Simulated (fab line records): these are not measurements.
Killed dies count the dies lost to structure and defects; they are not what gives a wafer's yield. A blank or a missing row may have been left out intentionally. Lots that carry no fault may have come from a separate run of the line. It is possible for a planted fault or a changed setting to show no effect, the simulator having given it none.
Chamber matching    flow sky130    rie_diel-04 running SKY_CONTACT_ETCH_17: 4 sister chambers
The step etches SiO2 in C4F8/O2/Ar, stops on Si3N4, target depth 340 nm. 4 wafers are shown with their chamber, then 10 later ones without.

== EACH WAFER AND ITS CHAMBER ==
wafer   chamber  oes_product_au (a.u.)
L084.5  0        0.899
L084.6  1        0.899
L085.3  3        0.891
L085.5  2        0.904

== WAFERS MISSING THEIR CHAMBER ==
wafer   oes_product_au (a.u.)
L085.6  0.892
L087.2  0.898
L087.3  0.898
L087.5  0.887
L091.3  0.885
L091.4  0.897
L091.5  0.890
L096.3  0.895
L096.5  0.896
L096.6  0.884

== THE CHAMBER EACH PASSED THROUGH ==
wafer    from the rows above                 in truth
L085.6   can't be placed: 3 or 0 or 1        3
L087.2   can't be placed: 0 or 1 or 2 or 3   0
L087.3   can't be placed: 0 or 1 or 2 or 3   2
L087.5   3                                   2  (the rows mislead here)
L091.3   3                                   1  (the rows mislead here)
L091.4   can't be placed: 0 or 1 or 3 or 2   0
L091.5   3                                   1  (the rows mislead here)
L096.3   can't be placed: 0 or 1 or 3 or 2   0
L096.5   can't be placed: 0 or 1 or 3 or 2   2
L096.6   3                                   3
Correct placement for 1 of the 10. Cannot be placed on the basis of these rows: 6; the candidates contain the true chamber in 6. Placed wrongly: 3.
How it was worked out, from the rows above alone: a wafer's distance from a chamber is the root of the sum, over the readings, of the square of ((its reading less the chamber's mean) divided by the reading's scatter). If the next closest chamber is less than 2 further off than the closest, the wafer can't be placed; otherwise it belongs to the closest. Each chamber's mean is taken over the wafers shown for it. The scatter (one wafer shown for each chamber): square how far every hidden wafer sits from the nearest shown wafer, average those squares and take the square root.
